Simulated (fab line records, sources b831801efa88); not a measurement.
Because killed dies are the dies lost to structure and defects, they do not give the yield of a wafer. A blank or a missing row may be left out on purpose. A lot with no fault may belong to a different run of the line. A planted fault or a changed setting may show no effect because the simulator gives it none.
Which tool was responsible?	flow sky130	Sampling: 14 lots, 42 wafers, 4 of 708 route steps

## WHAT THE GAUGES READ, wafer by wafer
SKY_VT_ADJUST_HVTP_OVL_MEAS_08. Usual: for VT_ADJUST_HVTP_OVL the level is 0.5 nm and the standard deviation is 1.3.
lot	measured	on	VT_ADJUST_HVTP_OVL (nm)	flag
L354	day 6 06:02	overlay-01	-1.5 -0.2 -2.0	
L355	day 6 12:22	overlay-02	-0.6 1.0 1.8	
L356	day 6 19:39	overlay-01	0.0 1.0 1.2	
L357	day 7 05:13	overlay-01	-0.2 0.0 0.5	
L358	day 7 10:46	overlay-01	0.8 -1.3 1.5	
L360	day 8 00:06	overlay-02	0.7 0.0 0.8	
L364	day 9 02:52	overlay-01	-0.2 1.3 1.2	
L365	day 9 11:42	overlay-02	0.0 1.0 0.1	
L366	day 9 17:42	overlay-01	2.1 0.7 2.9	
L369	day 10 06:28	overlay-02	-1.8 -1.7 -0.1	
L370	day 10 13:58	overlay-02	0.1 -0.5 0.2	
L373	day 11 09:11	overlay-02	1.6 0.6 2.5	
L374	day 11 17:35	overlay-02	2.6 0.5 -1.0	
L375	day 11 21:43	overlay-01	2.1 0.7 0.1	

SKY_VT_ADJUST_LVTN_OVL_MEAS_18. Usual: for VT_ADJUST_LVTN_01_OVL the level is -0.9 nm and the standard deviation is 1.3.
lot	measured	on	VT_ADJUST_LVTN_01_OVL (nm)	flag
L354	day 7 21:07	overlay-02	-1.8 1.3 -0.1	
L355	day 8 03:28	overlay-02	-2.0 -0.4 0.1	
L356	day 8 11:25	overlay-01	-1.3 1.7 -2.5	
L357	day 8 23:07	overlay-02	0.3 1.8 0.2	
L358	day 9 04:30	overlay-02	-1.1 -0.9 -3.9	
L360	day 9 17:53	overlay-01	-1.7 0.0 -0.6	
L364	day 10 23:56	overlay-01	-0.8 -0.7 -1.7	
L365	day 11 09:32	overlay-02	-1.6 -2.0 -3.4	
L366	day 11 16:05	overlay-02	-3.7 -3.0 -1.0	
L369	day 12 05:29	overlay-02	-1.1 0.0 -0.9	
L370	day 12 11:23	overlay-01	-1.0 -0.1 -1.6	
L373	day 13 07:54	overlay-01	0.9 -0.7 0.5	
L374	day 13 17:26	overlay-01	0.9 0.4 -0.2	
L375	day 13 19:53	overlay-02	-1.4 -2.0 -0.2	

SKY_VT_ADJUST_LVTN_TW_MEAS_21. Usual: for VT_ADJUST_LVTN_2_TW the level is 187.8 and the standard deviation is 1.5.
lot	measured	on	VT_ADJUST_LVTN_2_TW	flag
L354	day 7 21:24	film metro-01	185.4 185.9 185.8	
L355	day 8 03:46	film metro-01	187.1 186.4 187.5	
L356	day 8 11:43	film metro-04	188.3 190.2 189.8	
L357	day 8 23:24	film metro-03	187.9 188.1 187.3	
L358	day 9 04:48	film metro-04	189.5 190.0 189.4	
L360	day 9 18:10	film metro-01	186.3 186.3 186.3	
L364	day 11 00:14	film metro-03	189.0 189.1 190.0	
L365	day 11 09:49	film metro-04	188.5 188.6 187.7	
L366	day 11 16:22	film metro-01	185.5 186.8 186.7	
L369	day 12 05:46	film metro-04	186.4 187.2 187.7	
L370	day 12 11:41	film metro-03	188.1 188.5 186.9	
L373	day 13 08:11	film metro-04	188.4 187.9 188.6	
L374	day 13 17:44	film metro-03	189.0 188.9 189.0	
L375	day 13 20:10	film metro-03	189.3 190.2 190.4	

## TOOL THAT RAN EACH LOT (tool first, then ch and the chambers of the sampled wafers, then the start)
lot	SKY_PWDE_IMPLANT_08
L354	implanter-03 ch 0, day 4 00:41
L355	implanter-03 ch 0, day 4 06:27
L356	implanter-01 ch 0, day 4 13:31
L357	implanter-02 ch 0, day 4 21:23
L358	implanter-03 ch 0, day 5 02:51
L360	implanter-01 ch 0, day 5 13:50
L364	implanter-01 ch 0, day 6 13:30
L365	implanter-01 ch 0, day 6 21:19
L366	implanter-01 ch 0, day 7 02:46
L369	implanter-02 ch 0, day 7 14:04
L370	implanter-02 ch 0, day 7 21:04
L373	implanter-02 ch 0, day 8 13:00
L374	implanter-02 ch 0, day 8 21:38
L375	implanter-02 ch 0, day 9 00:04
- SKY_PWDE_IMPLANT_08

## WHAT THE TOOLS THEMSELVES READ (means of the sampled wafers that have a number; where no wafer has one, the mark that the record gives instead)
SKY_PWDE_IMPLANT_08. Usual: 150.01 for beam energy keV, sd 0.047.
lot	tool	beam energy keV	flag
L354	implanter-03	150.01	
L355	implanter-03	150.03	
L356	implanter-01	149.99	
L357	implanter-02	150.05	
L358	implanter-03	149.98	
L360	implanter-01	149.91	
L364	implanter-01	139.51	OFF
L365	implanter-01	139.53	OFF
L366	implanter-01	139.49	OFF
L369	implanter-02	150.00	
L370	implanter-02	150.01	
L373	implanter-02	149.99	
L374	implanter-02	149.98	
L375	implanter-02	150.01	

## THE ANSWER, worked out from the rows above alone
Rule: take the mean of a lot's wafers that have a number; if it is more than 3 standard deviations from the usual mean, the lot is off. A lot without any number at a reading at which 4 lots or more have one is off too. Where the step has rows for the other lots, those lots are counted as sound. After the gauges, taken in route order, come the tools' own readings; for these a lot's mean is taken, as printed above. The first step at which some lot is off is used, and at that step the reading that is off furthest; a lot without a number counts as furthest.
Off, at SKY_PWDE_IMPLANT_08 on beam energy keV: L364, L365, L366.
A tool fits if, at that step or a process step before it, it ran every lot that is off, and no sound lot after the first of them. One fits: SKY_PWDE_IMPLANT_08 on implanter-01. Its last sound lot is L360 (day 5 13:50), its first lot that is off L364 (day 6 13:30): a fault that began between those two fits.
The tool's own readings at SKY_PWDE_IMPLANT_08 bear it out: on the lots that are off they differ by more than 5 times the standard deviation of the sound lots' means. beam energy keV reads 139.51 there against 150.00 on the sound lots.

## WHAT THE SIMULATOR PUT IN
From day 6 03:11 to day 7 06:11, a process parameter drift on implanter-01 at SKY_PWDE_IMPLANT_08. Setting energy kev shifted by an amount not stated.
Lots struck among those shown: L364, L365, L366. The rule above reached the same finding.
